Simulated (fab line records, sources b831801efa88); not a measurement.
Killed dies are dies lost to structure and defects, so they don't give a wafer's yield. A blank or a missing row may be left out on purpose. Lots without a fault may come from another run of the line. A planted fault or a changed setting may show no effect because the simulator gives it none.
Which tool did it? | flow gf180mcu | 12 lots, 36 wafers sampled, at 2 steps of a route of 602

WHAT THE GAUGES READ, wafer by wafer
GF_V3_RS_MEAS_24: measures by four-point-probe. Usual: V3_W_RS 0.326 ohm/sq, standard deviation 0.0057.
lot  | measured     | on            | V3_W_RS (ohm/sq)  | flag
L656 | day 22 00:56 | film_metro-02 | 0.323 0.326 0.324 |
L657 | day 22 16:24 | film_metro-02 | 0.330 0.326 0.332 |
L658 | day 22 18:26 | film_metro-02 | 0.331 0.328 0.332 |
L659 | day 23 05:43 | film_metro-03 | 0.328 0.328 0.329 |
L663 | day 24 23:03 | film_metro-02 | 0.335 0.339 0.336 |
L664 | day 24 23:13 | film_metro-03 | 0.319 0.326 0.328 |
L672 | day 28 06:30 | film_metro-02 | 0.323 0.316 0.326 |
L673 | day 28 14:50 | film_metro-04 | 0.314 0.322 0.316 |
L675 | day 28 22:48 | film_metro-03 | 0.331 0.333 0.330 |
L676 | day 29 03:05 | film_metro-03 | 0.323 0.324 0.320 |
L677 | day 29 05:50 | film_metro-02 | 0.321 0.325 0.322 |
L679 | day 29 21:22 | film_metro-02 | 0.325 0.325 0.321 |

GF_V4_THK_MEAS_01. Usual: V4_CVD_00_THK 597 nm, standard deviation 5.6.
lot  | measured     | on            | V4_CVD_00_THK (nm) | flag
L656 | day 23 00:47 | film_metro-03 | 599 590 595        |
L657 | day 23 16:40 | film_metro-04 | 601 602 597        |
L658 | day 23 18:26 | film_metro-03 | 603 596 592        |
L659 | day 24 06:00 | film_metro-04 | 595 607 596        |
L663 | day 25 21:28 | film_metro-03 | 599 601 602        |
L664 | day 25 22:07 | film_metro-03 | 604 609 599        |
L672 | day 29 03:09 | film_metro-01 | 599 601 604        |
L673 | day 29 11:47 | film_metro-01 | 599 599 590        |
L675 | day 29 19:27 | film_metro-04 | 596 598 598        |
L676 | day 29 22:52 | film_metro-04 | 595 606 595        |
L677 | day 30 01:47 | film_metro-01 | 584 595 598        |
L679 | day 30 17:50 | film_metro-01 | 590 590 593        |

WHICH TOOL RAN EACH LOT (tool, then ch and the chambers of the sampled wafers, then the start)
The record holds no process step before these readings.

WHAT THE TOOLS THEMSELVES READ (means of the sampled wafers that have a number; where no wafer has one, the mark that the record gives instead)
The record holds no such reading with a usual standard deviation.

THE ANSWER, worked out from the rows above alone
Rule: a lot is off if the mean of its wafers that have a number lies more than 3 standard deviations from the usual mean. A lot without any number at a reading at which 4 lots or more have one is off too. The other lots that the step has rows for count as sound. The gauges are gone through in route order, then the tools' own readings, and for those a lot's mean is taken as printed above. The first step at which some lot is off is used, and at that step the reading that is off furthest; a lot without a number counts as furthest.
No lot is off at any reading shown: from this, nothing can be told.

WHAT THE SIMULATOR HAD PUT IN
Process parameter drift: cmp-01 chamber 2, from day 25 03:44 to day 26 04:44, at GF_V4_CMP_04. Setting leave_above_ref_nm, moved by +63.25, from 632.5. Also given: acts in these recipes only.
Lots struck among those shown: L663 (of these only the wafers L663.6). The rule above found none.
